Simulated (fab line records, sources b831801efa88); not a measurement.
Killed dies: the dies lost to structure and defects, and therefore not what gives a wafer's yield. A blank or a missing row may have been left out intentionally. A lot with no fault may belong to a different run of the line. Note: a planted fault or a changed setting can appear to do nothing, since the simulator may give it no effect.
8D (eight disciplines) problem report, filled in by code -- flow sfqLine -- the parts of the form that need people (team, actions taken, sign-off) are left out

## 1. PROBLEM STATEMENT
At SFQ_TRILAYER_M1_LITHO_COAT_039, spinSpeedRpm averages 1976.2 rpm over 6 wafers from 2 lots, while fault-free wafers read 3000.0 rpm, standard deviation 2.1. So: -99 or more standard deviations from the usual mean.
The step: resist thk 600 nm.
First seen on wafer L375.1, day 23 09:22, on lithoTrack-01. At this step, 42 wafers from 14 lots have a number in the record. The rule behind "out" and "out of limits": a value lying over 4 standard deviations away from the usual mean. The rest of the wafers with a number are treated as sound.

## 2. WHAT IT IS; WHAT IT IS NOT
question,is,is not
which readings at this step,spinSpeedRpm,-
which lots,"L375, L377","L358, L359, L360, L361, L362, L363, L367, L369, L374, L376, L378, L380"
which wafers of those lots,all that have a number,-
read on which tools,lithoTrack-01,"lithoTrack-03, lithoTrack-04"
when,from day 23 09:22,"up to then (27 sound wafers); but 9 sound wafers of L376, L378, L380 came after"

## 3. WHAT RULES OUT EACH SUSPECT
Counting: any tool at a process step up to the reading is kept as a suspect provided that every lot that is out went through it and no sound lot did after the first of them.
- lithoTrack-01 at SFQ_TRILAYER_M1_LITHO_COAT_039 (resist thk 600 nm): kept. Every lot that is out went through it, starting with L375 (day 23 09:22), and after that it ran no sound lot; the last sound lot it ran before then is L374 (day 22 12:51). Its own readings are out on those wafers: spinSpeedRpm.
After counting, what remains is lithoTrack-01 at SFQ_TRILAYER_M1_LITHO_COAT_039.

## 4. THE CAUSE (what the simulator had put in)
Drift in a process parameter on lithoTrack-01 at SFQ_TRILAYER_M1_LITHO_COAT_039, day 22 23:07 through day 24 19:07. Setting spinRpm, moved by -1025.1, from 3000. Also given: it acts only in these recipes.
This tool alone remained once counting was done.

## 5. THE CHAIN OF EFFECTS, in route order
Rows list readings where the struck wafers' mean (over those with a number) sits beyond 3 standard deviations from the usual. Only readings whose record carries a usual standard deviation are examined. hours: median over the lots of the time between each lot's start at the first step of this table that gives one and its start at this step. sigmas: the change, counted in usual standard deviations.
hours,step,reading,usual,on struck wafers,change,sigmas
0,SFQ_TRILAYER_M1_LITHO_COAT_039,spinSpeedRpm,3000.0 rpm,1976.2,-1023.8,-99 or more
The process steps in it:
- SFQ_TRILAYER_M1_LITHO_COAT_039: resist thk 600 nm.

## 6. HOW IT WOULD HAVE BEEN CAUGHT EARLIER
The fault began at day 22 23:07; the first out-of-limits reading in this record came at day 23 09:22, 10 hours later.
